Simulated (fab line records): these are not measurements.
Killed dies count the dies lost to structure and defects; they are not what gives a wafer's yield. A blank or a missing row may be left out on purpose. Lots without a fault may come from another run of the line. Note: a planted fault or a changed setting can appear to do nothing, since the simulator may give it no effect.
Comparing a struck lot with a sound one :: flow sky130 :: 37 out of 708 route steps
Sound: these wafers, L104.1, L104.3, L104.4. Struck: wafer L994.6 (L994.1, L994.4, from the same lot, were not struck and are left out); the cause is given at the end.
Order at every step that has rows: each side's tool, ch and its chambers, its first start. Under that, the readings that differ: sound wafers :: struck wafers :: difference of the means :: sigmas: that difference in standard deviations of wafers without a fault.
alike: readings whose means differ by less than 2 such deviations, and words and numbers that are the same on both sides. not compared: withheld readings, readings that some wafer has no value for, bounds like >300 that may hide the same value, and numbers for which the record gives no deviation and whose values overlap.
Wherever a step has rows on one side only, a row that says differs or no value, or a row with sigmas, the two part there. When numbers do not overlap yet have no deviation, they are printed without sigmas and do not part them. A reading missing from all wafers of one side parts the sides only when that side holds two or more wafers.

first, 9 steps without rows for these wafers: SKY_VIA2_SPUTTER_20 (material TiN, target thk 20 nm, time 80 s); SKY_VIA2_CVD_21 (deposits W, target thk 420 nm, time 126.4 s); SKY_VIA2_CMP_24 (polishes, stops on SiO2, t overpolish 20 s, target thk 0 nm); SKY_METAL3_SPUTTER_00 (material Ti, target thk 15 nm, time 10 s); SKY_METAL3_SPUTTER_01 (material TiN, target thk 20 nm, time 16.7 s); SKY_METAL3_SPUTTER_02 (material AlCu, target thk 735 nm, time 39.1 s); SKY_METAL3_SPUTTER_03 (material Ti, target thk 5 nm, time 3.3 s); SKY_METAL3_SPUTTER_04 (material TiN, target thk 70 nm, time 58.3 s); SKY_CAPM_CVD_00 (deposits SiO2, target thk 15.5 nm).
SKY_CAPM_SPUTTER_02: material TiN, target thk 200 nm, time 166.7 s.
  struck on pvd-sputter-03, day 39 13:02; sound on pvd-sputter-03, day 43 01:26
reading: cathode-dc-power-W (W)
sound: 6498.8 6500.5 6498.1
struck: 5959.4
difference: -539.7
sigmas: -99 or more

reading: model.TiN_of_CAPM_SPUTTER_02.thk-nm (nm)
sound: 201.8 202.8 199.7
struck: 181.5
difference: -19.9
sigmas: 
  alike: throttle-valve-pct
SKY_CAPM_RS_MEAS_03: a four-point-probe measurement.
  struck on film-metro-04, day 39 13:25; sound on film-metro-04, day 43 01:32
reading: CAPM_TIN_RS (ohm/sq)
sound: 6.86 6.82 6.92
struck: 7.63
difference: +0.76
sigmas: +11
  not compared: hold
SKY_CAPM_THK_MEAS_04: measures by xrf.
  struck on film-metro-04, day 39 17:52; sound on film-metro-04, day 43 01:40
reading: CAPM_TIN_THK (nm)
sound: 199.5 200.5 196.3
struck: 179.4
difference: -19.4
sigmas: -9
  not compared: hold
then, 6 steps without rows for these wafers: SKY_CAPM_HMDS_06 (prime time 60 s); SKY_CAPM_COAT_07 (resist thk 1140 nm); SKY_CAPM_SOFTBAKE_08 (time 60 s); SKY_CAPM_EXPOSE_09 (exposes mask CAPM, target cd 1000 nm); SKY_CAPM_PEB_10; SKY_CAPM_DEVELOP_11 (develop time 60 s).
SKY_CAPM_METAL_ETCH_13: etches TiN in Cl2/BCl3, stops on SiO2, target depth 220 nm, time 62.9 s.
  sound on rie-metal-04 ch 0,1, day 43 23:41; struck on rie-metal-03 ch 1, day 40 13:14
reading: oes-product-au (a.u.)
sound: 0.948 0.942 0.939
struck: 0.887
difference: -0.056
sigmas: -8

reading: throttle-valve-pct (%)
sound: 21.888 21.896 21.903
struck: 21.920
difference: +0.024
sigmas: +2
  alike: drypump-motor-current-A, mfc-cl2-sccm
  not compared: rf-hours-counter-h
then, 16 steps without rows for these wafers: SKY_CAPM_STRIP_14 (strips in O2/N2); SKY_CAPM_STRIP_15 (strips in post etch residue remover, time 1200 s); SKY_CAPM_CLEAN_16 (cleans in IPA, time 180 s); SKY_CAPM_CLEAN_17 (cleans in O3/DIW); SKY_METAL3_DEHYDRATE_05 (time 60 s); SKY_METAL3_HMDS_06 (prime time 60 s); SKY_METAL3_COAT_07 (resist thk 60 nm); SKY_METAL3_COAT_08 (resist thk 1140 nm); SKY_METAL3_SOFTBAKE_09 (time 90 s); SKY_METAL3_EXPOSE_10 (exposes mask MM3, target cd 300 nm); SKY_METAL3_PEB_11; SKY_METAL3_DEVELOP_12 (develop time 60 s); SKY_METAL3_DESCUM_15 (chemistry O2, time 8 s); SKY_METAL3_ETCH_16 (etches BARC in N2/H2, stops on SiO2, time 88.2 s, target depth 60 nm); SKY_METAL3_ETCH_17 (etches SiO2 in C4F8/O2/Ar, stops on TiN, time 3.9 s, target depth 15 nm); SKY_METAL3_METAL_ETCH_18 (etches the open film in Cl2/BCl3, stops on SiO2, target depth 845 nm, time 183.1 s).
SKY_METAL3_STRIP_20: strips in post etch residue remover, time 1200 s.
  sound on wet-bench-01 ch 1, day 44 23:13; struck on wet-bench-01 ch 1, day 41 15:05
reading: model.TiN_of_CAPM_SPUTTER_02.thk-nm (nm)
sound: 200.9 201.9 198.9
struck: 180.7
difference: -19.9
sigmas: 
-- the record jumps here: 7 days lie between the struck wafers' starts before and after (it left off in module METAL3 and takes up again in module PAD_OPEN, whose first step shown is number 708 of the route) --
SKY_PAD_OPEN_PROBE_99:
  struck on prober-02, day 48 07:27; sound on prober-01, day 50 20:05
reading: model.etest.cap-mim.plate-ohm-sq
sound: 5.911 5.966 6.034
struck: 6.617
difference: +0.647
sigmas: 
  alike: defect-limited-yield, killed_at_M0_to_M3, killed_at_M4_up, killed-at-contacts, killed-at-front-end, killed-at-other, killed-dies, killed-open, killed-short, sort_bin_3_pad_short, sort_bin_5_function, sort_bin_6_memory, sort-n-pass, sort-yield-pct
  not compared: model.etest.cap-mim.leak-log10-a-cm2

WHERE THEY PART
At SKY_CAPM_SPUTTER_02 first; at SKY_CAPM_METAL_ETCH_13 last (within this record only). Later steps at which nothing parts them and some readings are alike: SKY_PAD_OPEN_PROBE_99.

WHY: whatever the simulator had introduced
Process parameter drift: pvd-sputter-03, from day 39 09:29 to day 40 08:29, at SKY_CAPM_SPUTTER_02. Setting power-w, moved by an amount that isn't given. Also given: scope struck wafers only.
